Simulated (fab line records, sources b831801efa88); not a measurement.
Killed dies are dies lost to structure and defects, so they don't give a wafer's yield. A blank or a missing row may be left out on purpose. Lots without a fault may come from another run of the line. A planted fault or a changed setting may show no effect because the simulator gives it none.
Problem report in the 8D (eight disciplines) form, filled by code | flow sky130 | the parts of the form that need people (team, actions taken, sign-off) are left out

1. THE PROBLEM
SONOS_TUNNEL_TW at SKY_SONOS_TUNNEL_TW_MEAS_12 reads a mean of 178.4 on 1 wafer of 1 lot; wafers without a fault read 198.9 with a standard deviation of 1.2. That is -17 standard deviations from the usual mean.
First seen on wafer L657.2, day 14 10:13, on film_metro-01. The record holds 37 wafers of 13 lots with a number at this step. Rule for "out", or "out of limits": more than 4 standard deviations from the usual mean. The other wafers with a number count as sound.

2. WHAT IT IS AND WHAT IT IS NOT
question                    | is                     | is not
which readings at this step | SONOS_TUNNEL_TW        | -
which lots                  | L657                   | L647, L648, L649, L651, L656, L660, L663, L664, L667, L668, L669, L670
which wafers of those lots  | all that have a number | -
read on which gauges        | film_metro-01          | film_metro-03, film_metro-04
when                        | from day 14 10:13      | up to then (15 sound wafers); but 21 sound wafers of L660, L663, L664, L667, L668, L669, L670 came after

3. SUSPECTS, AND WHAT RULES EACH OUT
Counting: a tool at a process step up to the reading stays a suspect if it ran every lot that is out and no sound lot after the first of them.
- the gauge at SKY_SONOS_TUNNEL_TW_MEAS_12: kept. All the wafers that are out were read on film_metro-01, and no step on other tools shows them out.
- implanter-02 at SKY_SONOS_TUNNEL_IMPLANT_09: ruled out as a lasting fault. Sound lots L669 ran on it after its first lot that is out, L657 (day 14 09:49).
Left after counting: film_metro-01 at SKY_SONOS_TUNNEL_TW_MEAS_12.

4. THE CAUSE (what the simulator had put in)
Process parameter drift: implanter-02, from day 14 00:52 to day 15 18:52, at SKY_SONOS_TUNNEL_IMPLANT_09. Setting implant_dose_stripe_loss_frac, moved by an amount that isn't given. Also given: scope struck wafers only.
Counting ruled it out, wrongly: the rule takes a fault to strike every lot that its tool runs from its start on, and this one did not.

5. THE CHAIN OF EFFECTS, in route order
Each row: a reading whose mean over the struck wafers that have a number lies more than 3 standard deviations from the usual. Only readings for which the record gives a usual standard deviation are gone through. hours: the time from each lot's start at the first step in this table that gives one to its start at this step, as a median over the lots. sigmas: the change in usual standard deviations.
hours | step                        | reading         | usual | on struck wafers | change | sigmas
0     | SKY_SONOS_TUNNEL_TW_MEAS_12 | SONOS_TUNNEL_TW | 198.9 | 178.4            | -20.5  | -17

6. WHAT WOULD HAVE CAUGHT IT SOONER
In this record the first reading out of limits at a measuring or inspecting step was taken at day 14 10:13, 9 hours after the fault began at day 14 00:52.
